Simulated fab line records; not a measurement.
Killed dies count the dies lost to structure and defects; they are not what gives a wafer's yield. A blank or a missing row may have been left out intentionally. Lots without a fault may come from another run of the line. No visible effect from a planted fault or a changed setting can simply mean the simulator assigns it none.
Which tool did it? / flow sky130 / Sampling: 6 lots, 17 wafers, 3 of 708 route steps

WHAT THE GAUGES READ, wafer by wafer
SKY_RES_PROTECT_TW_MEAS_08.
lot=L431; measured=day 16 02:28; on=filmMetro-04; POLY_GATE_TW=4022 4020 4010
lot=L434; measured=day 17 07:13; on=filmMetro-03; POLY_GATE_TW=3984 4007 3969
lot=L440; measured=day 19 04:58; on=filmMetro-04; POLY_GATE_TW=4086 4096 4097
lot=L442; measured=day 19 18:15; on=filmMetro-04; POLY_GATE_TW=4068 4069 4108
lot=L446; measured=day 21 16:03; on=filmMetro-03; POLY_GATE_TW=4016 4010 4011
lot=L451; measured=day 22 20:49; on=filmMetro-01; POLY_GATE_TW=30 4012

WHICH TOOL RAN EACH LOT (tool, then ch and the chambers of the sampled wafers, then the start)
lot=L431; SKY_VT_ADJUST_LVTN_STRIP_09=plasmaAsher-01 ch 0,1, day 7 13:16; SKY_RES_PROTECT_DEVELOP_06=lithoTrack-04 ch 0, day 16 02:04
lot=L434; SKY_VT_ADJUST_LVTN_STRIP_09=plasmaAsher-01 ch 0,1, day 8 10:01; SKY_RES_PROTECT_DEVELOP_06=lithoTrack-03 ch 0, day 17 06:49
lot=L440; SKY_VT_ADJUST_LVTN_STRIP_09=plasmaAsher-01 ch 0,1, day 9 19:03; SKY_RES_PROTECT_DEVELOP_06=lithoTrack-03 ch 0, day 19 04:35
lot=L442; SKY_VT_ADJUST_LVTN_STRIP_09=plasmaAsher-02 ch 1, day 10 07:49; SKY_RES_PROTECT_DEVELOP_06=lithoTrack-01 ch 0, day 19 17:51
lot=L446; SKY_VT_ADJUST_LVTN_STRIP_09=plasmaAsher-02 ch 0,1, day 11 19:30; SKY_RES_PROTECT_DEVELOP_06=lithoTrack-01 ch 0, day 21 15:39
lot=L451; SKY_VT_ADJUST_LVTN_STRIP_09=plasmaAsher-02 ch 0,1, day 12 21:12; SKY_RES_PROTECT_DEVELOP_06=lithoTrack-03 ch 0, day 22 20:26
- SKY_VT_ADJUST_LVTN_STRIP_09: strips in O2/N2.
- SKY_RES_PROTECT_DEVELOP_06: develop time 60 s.

THE ANSWER, worked out from the rows above alone
Rule: what is usual is taken from the lots themselves. Put in order of their means at a reading, lots are off if they are a third of the lots or fewer, leave a main group of 4 or more, and stand apart from it by a gap of 3 or more times the standard deviation of the main group's means; of several such gaps the widest counts. Not used: any main group whose means are identical at the precision the tables above print for the reading. A lot without any number at a reading at which 4 lots or more have one is off too. The other lots that the step has rows for count as sound.
Off: at SKY_RES_PROTECT_TW_MEAS_08 (POLY_GATE_TW), L451. Mean 4038 and standard deviation 42 in the main group.
If a tool, at a process step before that reading, ran all the lots that are off and no sound lot after the first of them, it fits. The gauges at SKY_RES_PROTECT_TW_MEAS_08 are tried like those tools. Can't be told from this: 3 tools fit, plasmaAsher-02 at SKY_VT_ADJUST_LVTN_STRIP_09, lithoTrack-03 at SKY_RES_PROTECT_DEVELOP_06, filmMetro-01 at SKY_RES_PROTECT_TW_MEAS_08.

WHAT THE SIMULATOR HAD PUT IN
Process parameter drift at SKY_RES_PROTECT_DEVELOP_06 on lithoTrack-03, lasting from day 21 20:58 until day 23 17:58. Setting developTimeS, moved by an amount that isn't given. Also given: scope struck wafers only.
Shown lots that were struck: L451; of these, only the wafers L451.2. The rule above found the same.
